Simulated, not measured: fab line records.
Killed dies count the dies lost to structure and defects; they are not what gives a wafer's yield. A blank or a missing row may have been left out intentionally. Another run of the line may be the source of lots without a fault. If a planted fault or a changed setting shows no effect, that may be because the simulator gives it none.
Chamber matching || flow gf180mcu || 4 sister chambers for GF_CONTACT_CMP_04 on cmp-01
The step polishes SiO2. 4 wafers are shown with their chamber, then 7 later ones without.

WAFERS PAIRED WITH THEIR CHAMBERS
{"wafer": "L980.6", "chamber": 3, "motor-current-A (A)": 9.6}
{"wafer": "L982.1", "chamber": 1, "motor-current-A (A)": 13.5}
{"wafer": "L982.2", "chamber": 2, "motor-current-A (A)": 13.0}
{"wafer": "L982.4", "chamber": 0, "motor-current-A (A)": 13.3}

WAFERS WHOSE CHAMBER IS MISSING
{"wafer": "L990.1", "motor-current-A (A)": 13.3}
{"wafer": "L994.2", "motor-current-A (A)": 13.4}
{"wafer": "L994.4", "motor-current-A (A)": 11.5}
{"wafer": "L994.5", "motor-current-A (A)": 12.8}
{"wafer": "L996.2", "motor-current-A (A)": 12.5}
{"wafer": "L996.3", "motor-current-A (A)": 10.1}
{"wafer": "L996.6", "motor-current-A (A)": 12.0}

THE CHAMBER EACH PASSED THROUGH
{"wafer": "L990.1", "from the rows above": "can't be placed: 0 or 1 or 2", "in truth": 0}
{"wafer": "L994.2", "from the rows above": "can't be placed: 0 or 1 or 2", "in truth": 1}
{"wafer": "L994.4", "from the rows above": "can't be placed: 2 or 0 or 3 or 1", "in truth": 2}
{"wafer": "L994.5", "from the rows above": "can't be placed: 2 or 0 or 1", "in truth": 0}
{"wafer": "L996.2", "from the rows above": "can't be placed: 2 or 0 or 1", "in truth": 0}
{"wafer": "L996.3", "from the rows above": 3, "in truth": 3}
{"wafer": "L996.6", "from the rows above": "can't be placed: 2 or 0 or 1 or 3", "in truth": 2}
Correct placement for 1 of the 7. These rows do not allow placing 6 (true chamber among the candidates in 6). Wrongly placed: 0.
How it was worked out, from the rows above alone: a wafer's distance from a chamber is the root of the sum, over the readings, of the square of ((its reading less the chamber's mean) divided by the reading's scatter). If the next closest chamber is less than 2 further off than the closest, the wafer can't be placed; otherwise it belongs to the closest. The mean given for a chamber averages the wafers shown for that chamber. The scatter (one wafer shown for each chamber): square how far every hidden wafer sits from the nearest shown wafer, average those squares and take the square root.
